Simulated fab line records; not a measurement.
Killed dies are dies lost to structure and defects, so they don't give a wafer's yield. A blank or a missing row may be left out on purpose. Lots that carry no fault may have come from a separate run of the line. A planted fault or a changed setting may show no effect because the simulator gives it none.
A lot that was struck, set against a sound lot    flow sky130    15 out of 708 route steps
Sound: wafers L267.2, L267.4, L267.6. Struck: wafers L280.1, L280.4. (L280.6 of the same lot was not struck and is left out.) The cause comes at the end.
For every step that has rows: the tool of each side, followed by ch and its chambers, followed by its first start. Under that, the readings that differ: sound wafers    struck wafers    difference of the means    sigmas: that difference in standard deviations of wafers without a fault.
alike: same words and numbers on both sides, and readings whose means sit less than 2 such deviations apart. not compared: any withheld reading, any reading some wafer has no value for, any bound like >300 that may hide the same value, and any number with overlapping values for which the record gives no deviation.
The two part at a step that has a row with sigmas, a row that says differs or no value, or rows on one side only. Numbers that don't overlap but have no deviation are shown without sigmas and don't part them. A reading missing from all wafers of one side parts the sides only when that side holds two or more wafers.

first, 8 steps without rows for these wafers: SKY_FIELD_ISO_DEHYDRATE_05 (time 60 s); SKY_FIELD_ISO_HMDS_06 (prime time 60 s); SKY_FIELD_ISO_COAT_07 (resist thk 60 nm); SKY_FIELD_ISO_COAT_08 (resist thk 450 nm); SKY_FIELD_ISO_SOFTBAKE_09 (time 90 s); SKY_FIELD_ISO_EXPOSE_10 (exposes mask FOM, target cd 150 nm); SKY_FIELD_ISO_PEB_11; SKY_FIELD_ISO_DEVELOP_12 (develop time 60 s).
SKY_FIELD_ISO_CD_MEAS_13 targets a cd of 150 nm.
  sound: cd sem-01 at day 2 10:31; struck: cd sem-02 at day 5 08:10
  alike: cd nm
SKY_FIELD_ISO_ETCH_14: etches BARC in N2/H2, stops on SiO2, time 45.9 s, target depth 60 nm.
  sound on rie diel-02 ch 0,1, day 2 10:37; struck on rie diel-02 ch 0,2, day 5 08:17
  alike: bias w, drypump motor current A, oes product au, throttle valve pct
  not compared: rf hours counter h
SKY_FIELD_ISO_ETCH_15: etches the open film in CHF3/O2, stops on Si, target depth 180 nm, time 72 s.
  sound on rie diel-02 ch 0,1, day 2 10:40; struck on rie diel-02 ch 0,2, day 5 08:20
  alike: bias w, drypump motor current A, oes product au, throttle valve pct
  not compared: rf hours counter h
SKY_FIELD_ISO_STRIP_16: strips in O2/N2.
  sound on plasma asher-03 ch 0,1, day 2 10:43; struck on plasma asher-01 ch 0,1, day 5 08:23
  alike: drypump motor current A, oes product au, strip time to endpoint s
  not compared: rf hours counter h
SKY_FIELD_ISO_ETCH_17: etches Si in HBr/Cl2/O2, target depth 342 nm, time 97.7 s.
  sound on rie si-02 ch 0,2, day 2 10:49; struck on rie si-01 ch 1, day 5 08:29
reading                                sound              struck       difference  sigmas
bias w (W)                             150.1 149.3 150.9  163.0 162.7  +12.8       +28
model.FIELD_ISO.feature depth nm (nm)  347 346.2 349      350.9 356    +6.1        
model.etch.depth nm (nm)               347 346.2 349      350.9 356    +6.1        
  alike: drypump motor current A, mfc cl2 sccm, oes product au, throttle valve pct
  not compared: rf hours counter h
then, 1 step without rows for these wafers: SKY_FIELD_ISO_WET_ETCH_18 (etches Si3N4 in H3PO4, target depth 25 nm, time 286 s).
-- record jumps: 44 days separate the struck wafers' starts on either side; left off in module FIELD_ISO, taken up again in module PAD_OPEN, whose first shown step is the route's number 708 --
SKY_PAD_OPEN_PROBE_99:
  rows exist in the record for the struck wafers here (prober-01, day 49 17:23), but not for the sound ones

== WHERE THEY PART ==
First at SKY_FIELD_ISO_ETCH_17; last, within this record, at SKY_PAD_OPEN_PROBE_99.

WHY: what had been put in by the simulator
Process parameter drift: rie si-01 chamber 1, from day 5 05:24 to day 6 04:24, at SKY_FIELD_ISO_ETCH_17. The setting bias w was moved by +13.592, starting from 150. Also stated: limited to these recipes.
